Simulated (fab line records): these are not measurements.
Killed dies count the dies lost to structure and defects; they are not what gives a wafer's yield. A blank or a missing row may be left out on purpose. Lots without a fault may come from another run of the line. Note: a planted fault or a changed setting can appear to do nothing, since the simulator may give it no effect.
The tool behind it: which one? :: flow sky130 :: 21 wafers from 7 lots sampled at 4 of the route's 708 steps

WHAT EACH GAUGE READ, for each wafer
SKY_METAL2_RS_MEAS_05: uses a four-point probe to measure.
lot: L914
measured: day 34 07:35
on: film-metro-02
METAL2_ALCU_RS (ohm/sq): 0.1255 0.1274 0.1255

lot: L916
measured: day 35 01:02
on: film-metro-01
METAL2_ALCU_RS (ohm/sq): 0.1258 0.1261 0.1242

lot: L920
measured: day 37 06:37
on: film-metro-01
METAL2_ALCU_RS (ohm/sq): 0.1253 0.1250 0.1234

lot: L924
measured: day 37 22:35
on: film-metro-04
METAL2_ALCU_RS (ohm/sq): 0.1272 0.1272 0.1292

lot: L930
measured: day 39 16:16
on: film-metro-02
METAL2_ALCU_RS (ohm/sq): 0.1255 0.1267 0.1287

lot: L933
measured: day 40 01:26
on: film-metro-01
METAL2_ALCU_RS (ohm/sq): 0.1264 0.1284 0.1287

lot: L935
measured: day 41 02:19
on: film-metro-02
METAL2_ALCU_RS (ohm/sq): 0.1277 0.1259 0.1276

TOOL THAT RAN EACH LOT (tool first, then ch and the chambers of the sampled wafers, then the start)
lot: L914
SKY_VIA1_CMP_02: cmp-02 ch 0,1,2, day 33 03:10
SKY_VIA1_STRIP_16: plasma-asher-04 ch 0,1, day 34 06:14
SKY_METAL2_SPUTTER_02: pvd-sputter-02, day 34 07:30

lot: L916
SKY_VIA1_CMP_02: cmp-01 ch 2,3, day 33 20:17
SKY_VIA1_STRIP_16: plasma-asher-03 ch 0,1, day 34 23:39
SKY_METAL2_SPUTTER_02: pvd-sputter-01, day 35 00:55

lot: L920
SKY_VIA1_CMP_02: cmp-02 ch 2,3, day 36 02:18
SKY_VIA1_STRIP_16: plasma-asher-03 ch 0,1, day 37 05:14
SKY_METAL2_SPUTTER_02: pvd-sputter-01, day 37 06:30

lot: L924
SKY_VIA1_CMP_02: cmp-01 ch 0,1,3, day 36 19:01
SKY_VIA1_STRIP_16: plasma-asher-03 ch 0,1, day 37 21:06
SKY_METAL2_SPUTTER_02: pvd-sputter-02, day 37 22:28

lot: L930
SKY_VIA1_CMP_02: cmp-02 ch 0,2,3, day 38 11:59
SKY_VIA1_STRIP_16: plasma-asher-04 ch 0,1, day 39 13:17
SKY_METAL2_SPUTTER_02: pvd-sputter-02, day 39 16:10

lot: L933
SKY_VIA1_CMP_02: cmp-01 ch 0,2,3, day 39 00:37
SKY_VIA1_STRIP_16: plasma-asher-01 ch 0,1, day 40 00:03
SKY_METAL2_SPUTTER_02: pvd-sputter-01, day 40 01:20

lot: L935
SKY_VIA1_CMP_02: cmp-01 ch 0,1, day 39 23:40
SKY_VIA1_STRIP_16: plasma-asher-03 ch 0,1, day 41 00:55
SKY_METAL2_SPUTTER_02: pvd-sputter-01, day 41 02:11
- SKY_VIA1_CMP_02: polishes SiO2.
- SKY_VIA1_STRIP_16: strips in O2/N2.
- SKY_METAL2_SPUTTER_02: material AlCu, target thk 250 nm, time 13.3 s.

THE ANSWER, worked out from the rows above alone
Rule: the usual values come from the lots themselves. The widest of any qualifying gaps counts: lots, ordered by their means at a reading, are off when they make up no more than a third of the lots, leave a main group of 4 or more, and stand apart from it by 3 or more times the standard deviation of that group's means. A main group is skipped when, at the precision printed for the reading in the tables above, its means are all equal. Also off: a lot with no number at a reading for which 4 or more lots have one. Where the step has rows for the other lots, those lots are counted as sound.
Across all readings shown, no lot is off: no conclusion can be drawn from this.

WHAT HAD BEEN PUT IN BY THE SIMULATOR
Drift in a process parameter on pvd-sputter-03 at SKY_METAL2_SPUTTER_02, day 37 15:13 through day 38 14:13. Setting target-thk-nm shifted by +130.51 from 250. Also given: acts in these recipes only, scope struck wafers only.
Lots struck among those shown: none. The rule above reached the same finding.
